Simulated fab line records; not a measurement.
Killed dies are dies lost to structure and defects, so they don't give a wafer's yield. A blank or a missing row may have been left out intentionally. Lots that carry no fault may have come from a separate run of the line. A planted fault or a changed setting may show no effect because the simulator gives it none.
fab line records	flow sky130
record: lots: 13	wafers: 39	last_day: 51
route steps=708 shown LDD_HVN@277 LDD_LDN@301 POLY_CUT@317 PAD_OPEN@708
lots that met no fault: from a run of the same line without faults
start_h: the number of hours between the record's first day and the start of the first shown wafer of the lot	wait_h: hours elapsed since this lot's preceding step	" unchanged from the row above	L1.1+2: several wafers, shown together as one row	- no value, or no start given	* or withheld: withheld	< > ~ a bound
route shown NAME@n: NAME is a module with steps in the file, n the number in the route of the first one	usual: the fault-free wafers' mean and standard deviation	same: alike in all rows	chamber/n: place in a boat	sites: the reading at each site	_std_site: the values' standard deviation	_edge_site: mean of outer sites minus mean of inner sites	radius_mm: how far each site lies from the wafer's centre	mask NAME#n: copy n	behind: the last tool/chamber to shape the wafer	hold: the reason the lot was held/the length of the hold in hours/how it ended	device: the transistor (n, p or np) that didn't switch	end of line: the route-end tests of the same wafers	where a step has no rows: the recipe by itself	killed: dies that structure and defects cost at the first sort, which is not the same as the wafer's yield	map: a wafer's dies, marking killed ones x, the rest . and places with no die _
set.NAME: setting as actually run; set.NAME@STEP: the setting as run at that earlier step	model.NAME: the simulator's own value behind a step, which no gauge read
the route's steps for a sample of lots (tables are steps, rows are wafers)
services: a tool's chamber out of use, with start hour (start_h, from the record's first day; less than 0 if before it), hours out, and reason
== steps ==
step: SKY_LDD_HVN_TW_MEAS_10
usual: LDD_HVN_TW: 1448/9.3
lot.wafer	tool	chamber	start_h	wait_h	LDD_HVN_TW
L585.4	film_metro-01	-	473.40	0.1	1463
L585.5	"	-	"	"	1469
L585.6	"	-	"	"	1465
L587.4	film_metro-04	-	491.19	0.1	1445
L587.5	"	-	"	"	1445
L587.6	"	-	"	"	1450
L588.3	film_metro-01	-	504.94	0.1	1454
L588.4	"	-	"	"	1456
L588.6	"	-	"	"	1451
L589.4	film_metro-01	-	514.10	0.1	1456
L589.5	"	-	"	"	1452
L589.6	"	-	"	"	1445
L590.1	film_metro-02	-	527.51	0.1	1438
L590.4	"	-	"	"	1436
L590.5	"	-	"	"	1438
L592.3	film_metro-04	-	536.42	0.1	1432
L592.5	"	-	"	"	1439
L592.6	"	-	"	"	1432
L593.1	film_metro-04	-	544.61	0.1	1433
L593.3	"	-	"	"	1431
L593.5	"	-	"	"	1437
L600.2	film_metro-02	-	614.63	0.1	1446
L600.3	"	-	"	"	1439
L600.4	"	-	"	"	1455
L601.2	film_metro-01	-	619.97	0.1	1457
L601.3	"	-	"	"	1466
L601.5	"	-	"	"	1455
L602.2	film_metro-04	-	627.83	0.1	1444
L602.4	"	-	"	"	1438
L602.5	"	-	"	"	1446
L604.1	film_metro-04	-	638.18	0.1	1440
L604.2	"	-	"	"	1443
L604.3	"	-	"	"	1449
L605.1	film_metro-01	-	644.75	0.1	1450
L605.5	"	-	"	"	1454
L605.6	"	-	"	"	1451
L606.1	film_metro-02	-	705.41	0.1	1453
L606.2	"	-	"	"	1452
L606.6	"	-	"	"	1443
step: SKY_LDD_LDN_STRIP_12
recipe: chemistry: O2/N2	power_w: 1400	pressure_mtorr: 1500	platen_temp_c: withheld	o2_flow_sccm: 3000	n2_flow_sccm: 300	overash_fraction: 0.5
usual: drypump_motor_current_A: 5.7/0.5	oes_product_au: 0.715/0.0047	strip_time_to_endpoint_s: 14.20/0.044
lot.wafer	tool	chamber	start_h	wait_h	drypump_motor_current_A	oes_product_au	rf_hours_counter_h	strip_time_to_endpoint_s
L585.4	plasma_asher-04	0	535.80	0.1	5.1	0.719	-	14.21
L585.5	"	0	"	"	5.1	0.717	-	14.19
L585.6	"	1	"	"	5.6	0.717	-	14.19
L587.4	plasma_asher-04	0	553.23	0.1	5.1	0.707	-	14.23
L587.5	"	0	"	"	5.1	0.710	-	14.19
L587.6	"	1	"	"	5.6	0.719	-	14.21
L588.3	plasma_asher-03	1	567.23	0.1	6.4	0.722	-	14.27
L588.4	"	0	"	"	5.4	0.713	-	14.23
L588.6	"	1	"	"	6.4	0.713	-	14.21
L589.4	plasma_asher-04	1	575.90	0.1	5.6	0.712	-	14.23
L589.5	"	0	"	"	5.1	0.727	-	14.26
L589.6	"	1	"	"	5.6	0.718	-	14.25
L590.1	plasma_asher-04	0	588.75	0.1	5.1	0.708	47	14.17
L590.4	"	1	"	"	5.6	0.721	-	14.21
L590.5	"	1	"	"	5.6	0.717	-	14.23
L592.3	plasma_asher-02	0	596.13	0.1	6.1	0.720	-	14.17
L592.5	"	1	"	"	6.2	0.717	-	14.20
L592.6	"	0	"	"	6.1	0.716	-	14.22
L593.1	plasma_asher-04	0	604.75	0.1	5.1	0.957	49	-
L593.3	"	1	"	"	5.6	0.960	-	-
L593.5	"	0	"	"	5.1	0.962	-	-
L600.2	plasma_asher-04	1	674.17	0.1	5.6	0.716	55	14.18
L600.3	"	1	"	"	5.6	0.714	-	14.17
L600.4	"	0	"	"	5.1	0.717	-	14.16
L601.2	plasma_asher-02	1	677.92	0.1	6.2	0.712	86	14.22
L601.3	"	0	"	"	6.1	0.712	-	14.23
L601.5	"	0	"	"	6.1	0.716	-	14.19
L602.2	plasma_asher-04	1	685.20	0.1	5.6	0.718	56	14.19
L602.4	"	0	"	"	5.1	0.710	-	14.22
L602.5	"	1	"	"	5.6	0.722	-	14.23
L604.1	plasma_asher-03	0	695.05	0.1	5.4	0.716	95	14.23
L604.2	"	1	"	"	6.4	0.715	95	14.28
L604.3	"	0	"	"	5.4	0.717	-	14.25
L605.1	plasma_asher-03	1	702.10	0.1	6.4	0.711	96	14.24
L605.5	"	0	"	"	5.4	0.717	-	14.25
L605.6	"	1	"	"	6.4	0.714	-	14.28
L606.1	plasma_asher-03	1	761.35	0.1	6.5	0.703	2	14.25
L606.2	"	0	"	"	5.4	0.724	2	14.28
L606.6	"	1	"	"	6.4	0.718	-	14.26
step: SKY_POLY_CUT_ETCH_10
recipe: chemistry: N2/H2	target: BARC	ion_energy_ev: 200	source_w: 500	bias_w: 100	pressure_mtorr: 30	n2_flow_sccm: 100	h2_flow_sccm: 200	stop_on: SiO2	time_s: 45.9	target_depth_a: 600
usual: drypump_motor_current_A: 5.8/0.45	oes_product_au: 0.855/0.0048	throttle_valve_pct: 13.225/0.0098
lot.wafer	tool	chamber	start_h	wait_h	drypump_motor_current_A	oes_product_au	rf_hours_counter_h	throttle_valve_pct
L585.4	rie_diel-01	3	568.58	0.0	6.0	0.865	6	13.225
L585.5	"	2	"	"	6.4	0.859	-	13.226
L585.6	"	3	"	"	6.0	0.864	-	13.227
L587.4	rie_diel-01	3	584.84	0.0	6.0	0.859	7	13.232
L587.5	"	1	"	"	6.4	0.856	-	13.221
L587.6	"	2	"	"	6.5	0.857	-	13.229
L588.3	rie_diel-01	0	619.18	0.0	5.4	0.857	61	13.219
L588.4	"	3	"	"	6.0	0.853	8	13.206
L588.6	"	3	"	"	6.0	0.854	-	13.224
L589.4	rie_diel-03	2	619.60	0.0	5.5	0.855	8	13.221
L589.5	"	3	"	"	5.2	0.854	-	13.228
L589.6	"	2	"	"	5.5	0.852	-	13.230
L590.1	rie_diel-01	0	620.44	0.0	5.4	0.846	61	13.240
L590.4	"	2	"	"	6.4	0.855	18	13.232
L590.5	"	2	"	"	6.4	0.849	-	13.237
L592.3	rie_diel-01	1	628.04	0.0	6.5	0.848	2	13.221
L592.5	"	1	"	"	6.4	0.855	-	13.244
L592.6	"	0	"	"	5.4	0.852	-	13.227
L600.2	rie_diel-03	0	704.33	0.0	5.6	0.857	11	13.205
L600.3	"	2	"	"	5.5	0.850	10	13.236
L600.4	"	3	"	"	5.2	0.852	4	13.214
L601.2	rie_diel-01	0	708.37	0.0	5.4	0.860	0	13.225
L601.3	"	1	"	"	6.5	0.853	4	13.234
L601.5	"	3	"	"	6.0	0.859	-	13.234
L602.2	rie_diel-03	3	715.97	0.0	5.2	0.856	5	13.222
L602.4	"	1	"	"	5.1	0.860	1	13.231
L602.5	"	3	"	"	5.2	0.854	-	13.222
L604.1	rie_diel-01	2	725.68	0.0	6.4	0.844	21	13.219
L604.2	"	3	"	"	6.0	0.854	11	13.236
L604.3	"	1	"	"	6.4	0.856	5	13.214
L605.1	rie_diel-02	2	732.02	0.0	5.8	0.846	8	13.211
L605.5	"	2	"	"	5.8	0.857	-	13.249
L605.6	"	1	"	"	5.9	0.856	-	13.226
L606.1	rie_diel-03	3	789.73	0.0	5.2	0.850	7	13.213
L606.2	"	2	"	"	5.5	0.856	13	13.215
L606.6	"	0	"	"	5.7	0.857	-	13.235
step: SKY_PAD_OPEN_PROBE_99
usual: killed_at_M0_to_M3: 45/6.9	killed_at_M4_up: 3.2/1.8	killed_at_contacts: 25/5.3	killed_at_front_end: 16/4.3	killed_at_other: 0.2/0.52	killed_dies: 88/8.7	killed_on_rim: 18/3.6	killed_open: 48/6.5	killed_short: 40/6
same: gross_dies: 492	killed_at_back_side: 0
lot.wafer	tool	chamber	start_h	wait_h	killed_at_M0_to_M3	killed_at_M4_up	killed_at_contacts	killed_at_front_end	killed_at_other	killed_dies	killed_on_rim	killed_open	killed_short
L585.4	prober-02	-	1083.43	0.2	41	5	31	21	1	99	14	54	43
L585.5	prober-02	-	1083.48	0.2	43	2	27	12	0	84	13	44	39
L585.6	prober-02	-	1083.53	0.2	43	1	21	14	0	79	16	43	35
L589.4	prober-02	-	1113.33	0.2	39	4	23	21	0	87	13	48	39
L589.5	prober-02	-	1113.38	0.2	37	3	33	13	0	86	18	49	37
L589.6	prober-02	-	1113.43	0.2	45	4	32	13	0	94	19	51	43
L590.1	prober-01	-	1117.02	0.1	57	2	24	13	1	97	19	61	35
L590.4	prober-01	-	1117.17	0.2	46	2	18	14	0	80	17	45	34
L590.5	prober-01	-	1117.22	0.2	41	5	19	14	1	80	14	39	37
L592.3	prober-01	-	1119.09	0.2	52	6	27	23	0	108	23	61	47
L592.5	prober-01	-	1119.19	0.2	52	7	24	25	0	108	18	59	49
L592.6	prober-01	-	1119.24	0.2	45	4	28	20	0	97	17	59	38
L593.1	prober-02	-	1126.96	0.1	32	5	35	368	0	440	64	50	40
L593.3	prober-02	-	1127.06	0.2	50	4	38	353	0	445	70	63	46
L593.5	prober-02	-	1127.16	0.2	45	6	26	375	0	452	77	54	39
L600.2	prober-01	-	1176.59	0.1	40	5	35	15	0	95	16	52	43
L600.3	prober-01	-	1176.64	0.2	46	4	25	21	0	96	18	57	39
L600.4	prober-01	-	1176.69	0.2	55	2	17	17	0	91	21	50	41
L601.2	prober-02	-	1179.88	0.1	54	2	30	12	0	98	15	53	45
L601.3	prober-02	-	1179.93	0.2	35	1	29	16	1	82	18	40	42
L601.5	prober-02	-	1180.03	0.2	48	3	26	14	0	91	19	57	34
L604.1	prober-01	-	1183.44	0.1	49	1	29	16	0	95	16	54	41
L604.2	prober-01	-	1183.49	0.1	46	3	30	10	0	89	16	46	43
L604.3	prober-01	-	1183.54	0.2	38	2	30	15	0	85	13	53	32
killed by level:class
L585.4 VIA1:geometric_particle:open=10 VIA3:geometric_particle:open=10 CONTACT:geometric_particle:open=9 LI_CONTACT:geometric_particle:open=8 LI_CONTACT:geometric_particle:short=8 POLY_GATE:geometric_particle:open=7 POLY_GATE:geometric_particle:short=5 CONTACT:geometric_particle:short=4
L585.5 VIA1:geometric_particle:open=10 CONTACT:geometric_particle:open=8 VIA2:geometric_particle:open=6 LI_CONTACT:geometric_particle:open=6 LOCAL_INTERCONNECT:geometric_particle:short=5 VIA1:geometric_particle:short=5 VIA2:geometric_particle:short=5 CONTACT:geometric_particle:short=4
L585.6 VIA1:geometric_particle:open=11 CONTACT:geometric_particle:short=9 VIA3:geometric_particle:open=9 VIA1:geometric_particle:short=8 CONTACT:geometric_particle:open=5 LI_CONTACT:geometric_particle:open=4 METAL2:geometric_particle:short=4 FIELD_ISO:geometric_particle:open=3
L589.4 CONTACT:geometric_particle:open=13 VIA1:geometric_particle:open=11 VIA1:geometric_particle:short=10 VIA2:geometric_particle:open=6 FIELD_ISO:geometric_particle:open=5 FIELD_ISO:geometric_particle:short=5 POLY_GATE:geometric_particle:short=5 VIA3:geometric_particle:open=5
L589.5 CONTACT:geometric_particle:open=12 VIA1:geometric_particle:open=11 LI_CONTACT:geometric_particle:open=7 CONTACT:geometric_particle:short=6 METAL2:geometric_particle:short=6 VIA2:geometric_particle:open=6 LOCAL_INTERCONNECT:geometric_particle:short=5 VIA1:geometric_particle:short=5
L589.6 VIA1:geometric_particle:open=12 CONTACT:geometric_particle:open=10 LI_CONTACT:geometric_particle:open=8 METAL1:geometric_particle:short=7 VIA3:geometric_particle:open=6 LI_CONTACT:geometric_particle:short=6 POLY_GATE:geometric_particle:short=5 CONTACT:geometric_particle:short=4
L590.1 VIA1:geometric_particle:open=14 CONTACT:geometric_particle:open=10 VIA3:geometric_particle:open=9 LI_CONTACT:geometric_particle:open=8 VIA1:geometric_particle:short=7 METAL1:geometric_particle:short=5 METAL2:geometric_particle:open=5 VIA3:geometric_particle:short=5
L590.4 VIA1:geometric_particle:open=11 VIA3:geometric_particle:open=10 FIELD_ISO:geometric_particle:open=6 LI_CONTACT:geometric_particle:open=5 METAL1:geometric_particle:short=5 METAL2:geometric_particle:short=5 LOCAL_INTERCONNECT:geometric_particle:short=4 CONTACT:geometric_particle:open=4
L590.5 VIA3:geometric_particle:open=10 CONTACT:geometric_particle:open=7 VIA1:geometric_particle:short=7 METAL1:geometric_particle:short=6 VIA2:geometric_particle:open=6 METAL2:geometric_particle:short=5 LI_CONTACT:geometric_particle:open=4 LOCAL_INTERCONNECT:geometric_particle:short=4
L592.3 VIA1:geometric_particle:open=17 LI_CONTACT:geometric_particle:open=10 FIELD_ISO:geometric_particle:open=8 METAL1:geometric_particle:short=8 CONTACT:geometric_particle:open=7 CONTACT:geometric_particle:short=7 VIA2:geometric_particle:open=6 VIA2:geometric_particle:short=5
L592.5 VIA1:geometric_particle:open=11 LI_CONTACT:geometric_particle:open=11 VIA3:geometric_particle:open=7 FIELD_ISO:geometric_particle:open=6 FIELD_ISO:geometric_particle:short=6 POLY_GATE:geometric_particle:short=6 METAL2:geometric_particle:open=6 METAL1:geometric_particle:short=5
L592.6 LI_CONTACT:geometric_particle:open=12 VIA2:geometric_particle:open=10 FIELD_ISO:geometric_particle:open=9 CONTACT:geometric_particle:open=7 VIA1:geometric_particle:open=7 METAL1:geometric_particle:short=6 FIELD_ISO:geometric_particle:short=5 VIA3:geometric_particle:open=5
L593.1 SPACER:area_cvd=350 LI_CONTACT:geometric_particle:open=12 VIA1:geometric_particle:open=10 CONTACT:geometric_particle:open=9 FIELD_ISO:geometric_particle:short=7 LOCAL_INTERCONNECT:geometric_particle:short=6 VIA1:geometric_particle:short=5 METAL4:geometric_particle:short=4
L593.3 SPACER:area_cvd=336 VIA1:geometric_particle:open=15 CONTACT:geometric_particle:open=13 LI_CONTACT:geometric_particle:open=9 CONTACT:geometric_particle:short=7 VIA3:geometric_particle:open=6 VIA2:geometric_particle:open=6 METAL1:geometric_particle:short=5
L593.5 SPACER:area_cvd=359 VIA1:geometric_particle:open=13 CONTACT:geometric_particle:open=7 VIA3:geometric_particle:open=7 LI_CONTACT:geometric_particle:open=6 METAL2:geometric_particle:short=6 POLY_GATE:geometric_particle:open=5 CONTACT:geometric_particle:short=5
L600.2 CONTACT:geometric_particle:open=14 LI_CONTACT:geometric_particle:open=7 CONTACT:geometric_particle:short=7 VIA1:geometric_particle:open=7 VIA2:geometric_particle:open=5 VIA3:geometric_particle:open=5 FIELD_ISO:geometric_particle:open=4 VIA1:geometric_particle:short=4
L600.3 VIA1:geometric_particle:open=12 VIA1:geometric_particle:short=10 LI_CONTACT:geometric_particle:open=8 CONTACT:geometric_particle:open=8 VIA3:geometric_particle:open=7 METAL2:geometric_particle:short=6 POLY_GATE:geometric_particle:open=5 POLY_GATE:geometric_particle:short=5
L600.4 VIA1:geometric_particle:open=14 METAL1:geometric_particle:short=8 CONTACT:geometric_particle:open=7 VIA2:geometric_particle:open=7 POLY_GATE:geometric_particle:short=6 VIA1:geometric_particle:short=6 METAL3:geometric_particle:short=5 METAL2:geometric_particle:short=5
L601.2 VIA1:geometric_particle:open=13 VIA2:geometric_particle:open=10 CONTACT:geometric_particle:open=10 METAL2:geometric_particle:short=8 CONTACT:geometric_particle:short=7 POLY_GATE:geometric_particle:short=6 LI_CONTACT:geometric_particle:open=6 LOCAL_INTERCONNECT:geometric_particle:short=5
L601.3 CONTACT:geometric_particle:open=11 METAL2:geometric_particle:short=8 LI_CONTACT:geometric_particle:short=7 VIA1:geometric_particle:open=7 FIELD_ISO:geometric_particle:short=6 LI_CONTACT:geometric_particle:open=5 FIELD_ISO:geometric_particle:open=3 POLY_GATE:geometric_particle:open=3
L601.5 CONTACT:geometric_particle:open=13 VIA3:geometric_particle:open=10 LI_CONTACT:geometric_particle:open=8 VIA1:geometric_particle:open=8 VIA2:geometric_particle:open=8 METAL1:geometric_particle:short=6 METAL2:geometric_particle:short=5 POLY_GATE:geometric_particle:short=4
L604.1 VIA1:geometric_particle:open=12 VIA3:geometric_particle:open=11 CONTACT:geometric_particle:short=8 CONTACT:geometric_particle:open=8 METAL1:geometric_particle:short=7 LI_CONTACT:geometric_particle:open=6 VIA2:geometric_particle:open=5 FIELD_ISO:geometric_particle:short=4
L604.2 CONTACT:geometric_particle:open=16 VIA3:geometric_particle:open=10 METAL2:geometric_particle:short=9 CONTACT:geometric_particle:short=7 VIA1:geometric_particle:open=6 VIA1:geometric_particle:short=4 VIA2:geometric_particle:open=4 POLY_GATE:geometric_particle:open=3
L604.3 VIA1:geometric_particle:open=15 CONTACT:geometric_particle:open=14 METAL1:geometric_particle:short=6 LI_CONTACT:geometric_particle:open=6 CONTACT:geometric_particle:short=6 VIA3:geometric_particle:open=5 FIELD_ISO:geometric_particle:short=4 POLY_GATE:geometric_particle:open=4
== services ==
tool	chamber	start_h	hours	kind
rie_diel-02	2	532.38	60.6	repair
plasma_asher-03	-	534.70	28.1	pm
rie_diel-03	-	547.01	0.6	repair
rie_diel-01	-	547.85	1.2	repair
rie_diel-03	1	559.98	4.0	repair
rie_diel-02	-	568.99	0.8	repair
rie_diel-02	-	576.79	0.3	repair
plasma_asher-04	-	580.10	2.1	repair
plasma_asher-03	-	584.21	0.5	repair
rie_diel-02	-	586.98	2.8	pm
rie_diel-03	2	639.25	3.5	repair
rie_diel-02	-	652.95	0.1	repair
plasma_asher-04	-	655.07	10.0	repair
rie_diel-03	1	660.22	2.8	repair
rie_diel-01	-	664.74	1.7	repair
rie_diel-01	2	671.98	2.0	repair
rie_diel-01	1	676.88	4.8	repair
rie_diel-03	1	696.72	5.3	repair
rie_diel-02	1	715.83	16.0	repair
plasma_asher-04	-	733.73	3.3	repair
plasma_asher-03	-	733.75	9.0	pm
rie_diel-01	-	771.43	0.7	repair
rie_diel-03	1	775.16	11.0	repair
plasma_asher-03	-	780.13	10.7	pm
== key ==
first_sign: step: SKY_LDD_LDN_STRIP_12	reading: oes_product_au	direction: up	sigmas: 52	usual: 0.715	struck: 0.959
effect: step: SKY_PAD_OPEN_PROBE_99	reading: killed_at_front_end	direction: up	sigmas: 81	usual: 16	struck: 365
more_kills_born_at: SKY_SPACER_CVD_00@lpcvd-02: 1045
met_at SKY_LDD_LDN_STRIP_12
struck_lots L593
later_rows_left_out L593.1,L593.3,L593.5
tester_left_out L593
not_acting_at SKY_LDD_HVN_TW_MEAS_10,SKY_POLY_CUT_ETCH_10
onset_between 588.75 604.75
fault: kind: strip_aborted	tool: plasma_asher-04	chamber: -	onset_h: 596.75	steps: SKY_LDD_LDN_STRIP_12	offset: 0.37545	end_h: 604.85
tester_left_out: of these lots the tester's yield and bins aren't shown, on N5 and GAA mostly nor the transistor test; their killed dies are dies lost to structure and defects alone, not to doping, threshold or leakage, so they don't give the yield
later_rows_left_out: the simulator's readings of these wafers behind a module that went badly wrong aren't trusted and aren't shown, but for the sort
